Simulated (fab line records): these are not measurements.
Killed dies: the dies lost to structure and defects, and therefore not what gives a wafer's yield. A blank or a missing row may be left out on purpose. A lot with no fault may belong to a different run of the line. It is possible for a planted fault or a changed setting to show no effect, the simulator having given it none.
Problem report, 8D (eight disciplines) form, completed by code | flow gf180mcu | the parts of the form that need people (team, actions taken, sign-off) are left out

== 1. PROBLEM STATEMENT ==
Wafers free of any fault read 0.3271 ohm/sq (standard deviation 0.0028) for V3_W_RS at GF_V3_RS_MEAS_24, against a mean of 0.4787 ohm/sq on 4 wafers of 3 lots. Measured from the usual mean, that is +54 standard deviations.
The step: measures by four-point-probe.
Earliest sighting: wafer L704.5 on film-metro-02 at day 27 02:59. The record has a number at this step for 32 wafers belonging to 11 lots. Rule for "out", or "out of limits": more than 4 standard deviations from the usual mean. All remaining wafers that have a number are taken as sound.

== 2. WHAT IT IS; WHAT IT IS NOT ==
question                    | is                             | is not
which readings at this step | V3_W_RS                        | -
which lots                  | L704, L705, L707               | L692, L694, L695, L696, L703, L709, L710, L714
which wafers of those lots  | L704.5, L705.2, L707.2, L707.4 | L704.1, L705.1, L705.5, L707.5
read on which gauges        | film-metro-02                  | film-metro-03, film-metro-04
when                        | from day 27 02:59              | up to then (16 sound wafers); but 12 sound wafers of L705, L707, L709, L710, L714 came after

== 3. SUSPECTS, AND WHAT RULES EACH OUT ==
Counting: a tool at a process step up to the reading stays a suspect if it ran every lot that is out. Sound lots after the first of them don't rule it out here, since some wafers of a struck lot are sound.
- the gauge at GF_V3_RS_MEAS_24: ruled out. All the wafers that are out were read on film-metro-02, but those of them that GF_V3_CMP_26 has rows for are out there too, on other tools.
- cvd-w-01 at GF_V3_CVD_23 (deposits W, target thk 350 nm, time 104.9 s): kept. Ran every lot that is out, first one L704 (day 27 02:52); last sound lot up to then L694 (day 23 17:40).
- At GF_V3_CVD_23 on cvd-w-01, chamber 1 took the sound wafers of the same lots and chamber 0 took the wafers that are out.
After counting, what remains is cvd-w-01 at GF_V3_CVD_23.

== 4. THE CAUSE (what the simulator had put in) ==
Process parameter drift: cvd-w-01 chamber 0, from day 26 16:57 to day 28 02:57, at GF_V3_CVD_23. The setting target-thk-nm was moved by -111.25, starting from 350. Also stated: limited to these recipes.
This tool alone remained once counting was done.

== 5. THE CHAIN OF EFFECTS, in route order ==
Rows list readings where the struck wafers' mean (over those with a number) sits beyond 3 standard deviations from the usual. Only readings for which the record gives a usual standard deviation are gone through. hours: the time from each lot's start at the first step in this table that gives one to its start at this step, as a median over the lots. sigmas: the change in usual standard deviations.
hours | step              | reading            | usual         | on struck wafers | change  | sigmas
0     | GF_V3_RS_MEAS_24  | V3_W_RS            | 0.3271 ohm/sq | 0.4787           | +0.1516 | +54
3     | GF_V3_THK_MEAS_25 | V3_W_THK           | 338 nm        | 232              | -106    | -30
7     | GF_V3_CMP_26      | time-to-endpoint-s | 85 s          | 58               | -27     | -7.3
Here are the process steps it includes:
- GF_V3_CMP_26: polishes, stops on SiO2, t overpolish 15 s, target thk 0 nm.
Later steps that measure or inspect, where all struck wafers having a row at the step show a number for every such reading and not one has moved that far: GF_M4_RS_MEAS_05.

== 6. WHAT WOULD HAVE CAUGHT IT SOONER ==
Counted from the fault's start at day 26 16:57, it took 10 hours until the first out-of-limits reading at a measuring or inspecting step in this record, taken at day 27 02:59.
An alarm limit of 4 standard deviations would not have fired on the tool readings at GF_V3_CVD_23 for which the record gives a usual standard deviation, since none of them was out on any struck wafer.
L705, L707, from the lots that are out (3), started GF_V3_CVD_23 on cvd-w-01 later than day 27 02:59. A hold on the tool at that time would have spared those 2.
